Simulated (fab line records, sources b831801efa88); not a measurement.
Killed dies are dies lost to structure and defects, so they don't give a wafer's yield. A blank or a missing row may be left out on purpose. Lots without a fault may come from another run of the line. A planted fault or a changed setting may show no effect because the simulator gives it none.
Which tool did it? | flow sky130 | 14 lots, 42 wafers sampled, at 4 steps of a route of 708

WHAT THE GAUGES READ, wafer by wafer
SKY_PAD_OPEN_BOW_MEAS_13. Usual: PAD_OPEN_BOW 46 um, standard deviation 8.7.
lot  | measured     | on            | PAD_OPEN_BOW (um) | flag
L699 | day 46 01:32 | film_metro-01 | 42 40 43          |
L701 | day 46 06:23 | film_metro-02 | 28 50 49          |
L702 | day 46 14:32 | film_metro-01 | 38 51 49          |
L703 | day 46 18:40 | film_metro-01 | 44 47 57          |
L707 | day 47 19:22 | film_metro-01 | 49 47 51          |
L712 | day 49 16:04 | film_metro-02 | 38 29 38          |
L713 | day 49 17:43 | film_metro-01 | 50 55 51          |
L714 | day 49 18:53 | film_metro-02 | 55 51 54          |
L715 | day 49 19:25 | film_metro-01 | 50 44 54          |
L717 | day 49 22:10 | film_metro-03 | 58 51 70          |
L718 | day 50 00:08 | film_metro-03 | 32 43 39          |
L719 | day 50 05:18 | film_metro-02 | 49 43 58          |
L720 | day 50 14:30 | film_metro-01 | 29 35 43          |
L722 | day 50 21:17 | film_metro-03 | 51 49 57          |

WHICH TOOL RAN EACH LOT (tool, then ch and the chambers of the sampled wafers, then the start)
lot  | SKY_FIELD_ISO_WET_ETCH_30      | SKY_METAL5_SPUTTER_00        | SKY_METAL5_DESCUM_14
L699 | wet_bench-04 ch 3, day 2 12:41 | pvd_sputter-02, day 43 03:07 | rie_metal-02 ch 0,1, day 44 02:26
L701 | wet_bench-04 ch 3, day 2 22:20 | pvd_sputter-02, day 43 09:04 | rie_metal-03 ch 0,1, day 44 08:07
L702 | wet_bench-01 ch 1, day 3 03:52 | pvd_sputter-04, day 43 18:20 | rie_metal-03 ch 0,1, day 44 17:10
L703 | wet_bench-04 ch 1, day 3 06:43 | pvd_sputter-02, day 44 00:06 | rie_metal-02 ch 0,1, day 44 22:55
L707 | wet_bench-03 ch 2, day 4 03:48 | pvd_sputter-01, day 45 01:37 | rie_metal-04 ch 0,1, day 45 22:58
L712 | wet_bench-04 ch 3, day 5 09:23 | pvd_sputter-01, day 47 05:00 | rie_metal-04 ch 1, day 48 00:10
L713 | wet_bench-04 ch 3, day 5 12:14 | pvd_sputter-02, day 47 07:00 | rie_metal-04 ch 0,1, day 48 01:50
L714 | wet_bench-04 ch 3, day 5 16:58 | pvd_sputter-01, day 47 07:07 | rie_metal-02 ch 0,1, day 48 02:31
L715 | wet_bench-03 ch 0, day 5 21:15 | pvd_sputter-04, day 47 08:21 | rie_metal-04 ch 0,1, day 48 03:40
L717 | wet_bench-04 ch 0, day 6 07:23 | pvd_sputter-01, day 47 10:19 | rie_metal-03 ch 0,1, day 48 05:58
L718 | wet_bench-04 ch 0, day 6 11:55 | pvd_sputter-02, day 47 13:33 | rie_metal-02 ch 0,1, day 48 08:10
L719 | wet_bench-01 ch 3, day 6 17:49 | pvd_sputter-02, day 47 19:35 | rie_metal-02 ch 0, day 48 14:07
L720 | wet_bench-04 ch 2, day 6 21:59 | pvd_sputter-02, day 48 07:23 | rie_metal-04 ch 0,1, day 49 01:43
L722 | wet_bench-03 ch 3, day 7 11:23 | pvd_sputter-02, day 48 14:43 | rie_metal-03 ch 0, day 49 09:01
- SKY_FIELD_ISO_WET_ETCH_30: etches SiO2 in dHF, target depth 25 nm, time 50 s.
- SKY_METAL5_SPUTTER_00: material Ti, target thk 15 nm, time 10 s.
- SKY_METAL5_DESCUM_14: chemistry O2, time 11 s.

WHAT THE TOOLS THEMSELVES READ (means of the sampled wafers that have a number; where no wafer has one, the mark that the record gives instead)
SKY_METAL5_SPUTTER_00. Usual: throttle_valve_pct 29.7 %, standard deviation 1.1.
lot  | tool           | throttle_valve_pct (%) | flag
L699 | pvd_sputter-02 | 29.9                   |
L701 | pvd_sputter-02 | 29.6                   |
L702 | pvd_sputter-04 | 30.6                   |
L703 | pvd_sputter-02 | 30.1                   |
L707 | pvd_sputter-01 | 29.9                   |
L712 | pvd_sputter-01 | 29.8                   |
L713 | pvd_sputter-02 | 30.1                   |
L714 | pvd_sputter-01 | 30.4                   |
L715 | pvd_sputter-04 | 29.6                   |
L717 | pvd_sputter-01 | 29.9                   |
L718 | pvd_sputter-02 | 29.5                   |
L719 | pvd_sputter-02 | 29.6                   |
L720 | pvd_sputter-02 | 29.0                   |
L722 | pvd_sputter-02 | 30.0                   |

SKY_METAL5_DESCUM_14. Usual: drypump_motor_current_A 5.9 A, standard deviation 0.4; oes_product_au 1.000 a.u., standard deviation 0.0081.
lot  | tool         | drypump_motor_current_A (A) | oes_product_au (a.u.) | flag
L699 | rie_metal-02 | 5.7                         | 0.995                 |
L701 | rie_metal-03 | 5.5                         | 0.997                 |
L702 | rie_metal-03 | 5.5                         | 1.005                 |
L703 | rie_metal-02 | 5.8                         | 0.999                 |
L707 | rie_metal-04 | 6.3                         | 1.002                 |
L712 | rie_metal-04 | 6.6                         | 0.998                 |
L713 | rie_metal-04 | 6.3                         | 0.995                 |
L714 | rie_metal-02 | 6.0                         | 1.002                 |
L715 | rie_metal-04 | 6.3                         | 0.999                 |
L717 | rie_metal-03 | 5.5                         | 1.005                 |
L718 | rie_metal-02 | 5.7                         | 1.004                 |
L719 | rie_metal-02 | 6.2                         | 0.997                 |
L720 | rie_metal-04 | 6.3                         | 0.998                 |
L722 | rie_metal-03 | 5.6                         | 1.006                 |

THE ANSWER, worked out from the rows above alone
Rule: a lot is off if the mean of its wafers that have a number lies more than 3 standard deviations from the usual mean. A lot without any number at a reading at which 4 lots or more have one is off too. The other lots that the step has rows for count as sound. The gauges are gone through in route order, then the tools' own readings, and for those a lot's mean is taken as printed above. The first step at which some lot is off is used, and at that step the reading that is off furthest; a lot without a number counts as furthest.
No lot is off at any reading shown: from this, nothing can be told.

WHAT THE SIMULATOR HAD PUT IN
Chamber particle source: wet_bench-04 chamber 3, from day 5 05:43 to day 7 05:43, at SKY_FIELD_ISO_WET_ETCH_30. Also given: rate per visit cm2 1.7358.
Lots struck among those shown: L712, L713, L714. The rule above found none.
